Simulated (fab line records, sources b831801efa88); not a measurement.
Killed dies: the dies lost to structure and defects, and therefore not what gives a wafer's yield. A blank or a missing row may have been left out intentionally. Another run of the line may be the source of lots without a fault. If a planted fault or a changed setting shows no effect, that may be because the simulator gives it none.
Chamber matching | flow sky130 | rie diel-03 running SKY_VIA2_ETCH_14: 4 sister chambers
The step etches BARC in N2/H2, stops on SiO2, time 45.9 s, target depth 60 nm. 8 wafers are shown with their chamber, then 9 later ones without.

== WAFERS, EACH WITH ITS CHAMBER ==
wafer  | chamber | drypump motor current A (A) | throttle valve pct (%)
L075.1 | 3       | 5.7                         | 13.210
L086.2 | 3       | 5.8                         | 13.225
L086.3 | 0       | 6.1                         | 13.213
L088.3 | 0       | 6.1                         | 13.232
L088.6 | 2       | 6.2                         | 13.218
L091.3 | 1       | 6.7                         | 13.217
L091.5 | 1       | 6.7                         | 13.225
L091.6 | 2       | 6.2                         | 13.225

== WAFERS WITH NO CHAMBER GIVEN ==
wafer  | drypump motor current A (A) | throttle valve pct (%)
L092.2 | 6.7                         | 13.226
L092.3 | 6.2                         | 13.216
L092.6 | 6.7                         | 13.223
L093.2 | 6.1                         | 13.228
L093.4 | 6.2                         | 13.214
L093.6 | 6.1                         | 13.234
L097.2 | 6.1                         | 13.216
L097.5 | 6.1                         | 13.219
L097.6 | 6.7                         | 13.238

== WHICH CHAMBER EACH ONE RAN IN ==
wafer  | from the rows above     | in truth
L092.2 | 1                       | 1
L092.3 | 2                       | 2
L092.6 | 1                       | 1
L093.2 | 0                       | 0
L093.4 | 2                       | 2
L093.6 | can't be placed: 0 or 2 | 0
L097.2 | 0                       | 0
L097.5 | 0                       | 0
L097.6 | 1                       | 1
Correct placement for 8 of the 9. These rows do not allow placing 1 (true chamber among the candidates in 1). Wrongly placed: 0.
How it was worked out, from the rows above alone: a wafer's distance from a chamber is the root of the sum, over the readings, of the square of ((its reading less the chamber's mean) divided by the reading's scatter). The wafer belongs to the nearest chamber; if the next one is less than 2 further off, it can't be placed. For every chamber, the mean is computed from those of its wafers that are shown. The scatter is the square root of a quotient: the sum, over the shown wafers, of each reading's squared deviation from its chamber's mean, divided by wafers minus chambers.
